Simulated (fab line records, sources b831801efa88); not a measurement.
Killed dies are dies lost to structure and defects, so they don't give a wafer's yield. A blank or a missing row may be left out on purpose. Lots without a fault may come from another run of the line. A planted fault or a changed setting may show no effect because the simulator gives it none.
One fault seen from 2 desks | flow gf180mcu | each desk has only its own numbers; what lay behind them comes last

THE TOOL OWNER'S DESK: litho_track-03
The tool's own readings at GF_HV_LDD_DEVELOP_18 (develop time 60 s): means of the sampled wafers that have a number, for each lot that ran on this tool. A lot is out of limits, marked OUT, if its mean lies more than 4 standard deviations from the usual mean; the brackets give that distance.
Columns: A = developer_temp_C at GF_HV_LDD_DEVELOP_18, usual 22.99 C
lot  | first seen here | A
L955 | day 11 00:50    | 22.98
L959 | day 12 07:25    | 22.21 (-6.5) OUT
L960 | day 12 15:22    | 21.98 (-8.4) OUT
L975 | day 17 13:05    | 22.96
This desk's finding: out of limits on L959, L960; first on L959, day 12 07:25 (developer_temp_C at GF_HV_LDD_DEVELOP_18). In limits: L955, L975.

THE METROLOGY DESK
What the gauges read, lot by lot, whatever tool the lot ran on: means of the sampled wafers that have a number. A lot is out of limits, marked OUT, if its mean lies more than 4 standard deviations from the usual mean; the brackets give that distance.
Columns: A = cd_nm at GF_HV_LDD_CD_MEAS_07, usual 399.8 nm; B = HV_LDD_OVL at GF_HV_LDD_OVL_MEAS_08, usual 0.0 nm; C = HV_LDD_TW at GF_HV_LDD_TW_MEAS_11, usual 2415; D = cd_nm at GF_HV_LDD_CD_MEAS_19, usual 399.0 nm
lot  | first seen here | A     | B    | C    | D
L954 | day 10 01:52    | 399.9 | -0.1 | 2411 | 400.6
L955 | day 10 06:17    | 401.7 | -1.1 | 2410 | 398.8
L959 | day 11 13:10    | 401.6 | 1.3  | 2388 | 400.7
L960 | day 11 19:38    | 405.3 | -0.2 | 2405 | 404.4
L966 | day 13 17:33    | 403.0 | -2.0 | 2424 | 396.2
L975 | day 16 14:59    | 396.2 | -1.4 | 2435 | 398.1
This desk's finding: nothing out of limits on any of the 6 lots.

PUT TOGETHER
The tool owner's desk could have raised an alarm at day 12 07:25, on L959, L960.
The metrology desk saw nothing out of limits.
The metrology desk has L959, L960 on record, within its limits.
Of the lots named, all ran GF_HV_LDD_DEVELOP_18 on litho_track-03.

WHAT THE SIMULATOR HAD PUT IN
Process parameter drift: litho_track-03, from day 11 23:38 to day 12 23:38, at GF_HV_LDD_DEVELOP_18. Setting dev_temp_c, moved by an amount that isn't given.
Lots struck among those shown: L959, L960.
Hours from the fault's start to each desk's first reading out of limits: the tool owner's desk, 8.
